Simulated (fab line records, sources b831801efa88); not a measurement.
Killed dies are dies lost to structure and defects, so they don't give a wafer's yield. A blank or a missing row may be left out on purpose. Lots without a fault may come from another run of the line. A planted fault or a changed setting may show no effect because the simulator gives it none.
Chamber matching | flow gf180mcu | GF_V3_CMP_26 on cmp-02: 4 sister chambers
The step polishes, stops on SiO2, t overpolish 15 s, target thk 0 nm. 16 wafers are shown with their chamber, then 8 later ones without.

WAFERS WITH THEIR CHAMBER
wafer  | chamber | motor_current_A (A) | time_to_endpoint_s (s) | overpolish_run_s (s)
L873.3 | 2       | 12.6                | 85                     | 15.009
L873.4 | 0       | 14.5                | 87                     | 15.019
L873.5 | 1       | 12.3                | 86                     | 15.009
L874.4 | 1       | 12.0                | 86                     | 14.995
L874.5 | 0       | 14.0                | 86                     | 15.005
L874.6 | 1       | 11.9                | 87                     | 14.981
L875.1 | 0       | 14.7                | 85                     | 15.002
L875.2 | 3       | 14.2                | 85                     | 15.003
L875.4 | 2       | 12.5                | 84                     | 14.995
L878.1 | 3       | 14.2                | 86                     | 14.993
L878.4 | 2       | 12.5                | 86                     | 14.993
L878.5 | 2       | 12.4                | 82                     | 14.999
L879.1 | 1       | 11.8                | 85                     | 15.005
L879.2 | 0       | 14.0                | 83                     | 15.004
L879.3 | 3       | 13.9                | 88                     | 15.005
L881.1 | 1       | 12.2                | 87                     | 14.987

SIGNATURES (means of the wafers above)
reading            | chamber 0 | chamber 1 | chamber 2 | chamber 3 | scatter within a chamber
motor_current_A    | 14.300    | 12.040    | 12.500    | 14.100    | 0.229
time_to_endpoint_s | 85.25     | 86.20     | 84.25     | 86.33     | 1.44
overpolish_run_s   | 15.00750  | 14.99540  | 14.99900  | 15.00033  | 0.00899
Rule: a wafer's distance from a chamber is the root of the sum, over the readings, of the square of ((its reading less the chamber's mean) divided by the reading's scatter). The wafer belongs to the nearest chamber; if the next one is less than 2 further off, it can't be placed. The scatter: the root of (the sum of the squares of (reading less its chamber's mean) over the shown wafers, divided by (wafers less chambers)).

WAFERS WITHOUT THEIR CHAMBER
wafer  | motor_current_A (A) | time_to_endpoint_s (s) | overpolish_run_s (s)
L881.2 | 14.3                | 86                     | 15.003
L881.5 | 13.5                | 87                     | 15.002
L894.2 | 14.0                | 82                     | 14.989
L894.4 | 12.3                | 85                     | 14.989
L894.5 | 14.3                | 82                     | 14.989
L896.4 | 12.8                | 86                     | 15.010
L896.5 | 14.5                | 88                     | 14.984
L896.6 | 14.1                | 88                     | 15.003

WHICH CHAMBER EACH WENT THROUGH
wafer  | from the rows above     | in truth
L881.2 | can't be placed: 0 or 3 | 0
L881.5 | can't be placed: 3 or 0 | 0
L894.2 | can't be placed: 3 or 0 | 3
L894.4 | can't be placed: 2 or 1 | 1
L894.5 | can't be placed: 0 or 3 | 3
L896.4 | can't be placed: 2 or 1 | 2
L896.5 | can't be placed: 3 or 0 | 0
L896.6 | can't be placed: 3 or 0 | 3
Placed correctly: 0 of 8. Can't be placed from these rows: 8 (the true chamber is among the candidates in 8). Placed wrongly: 0.
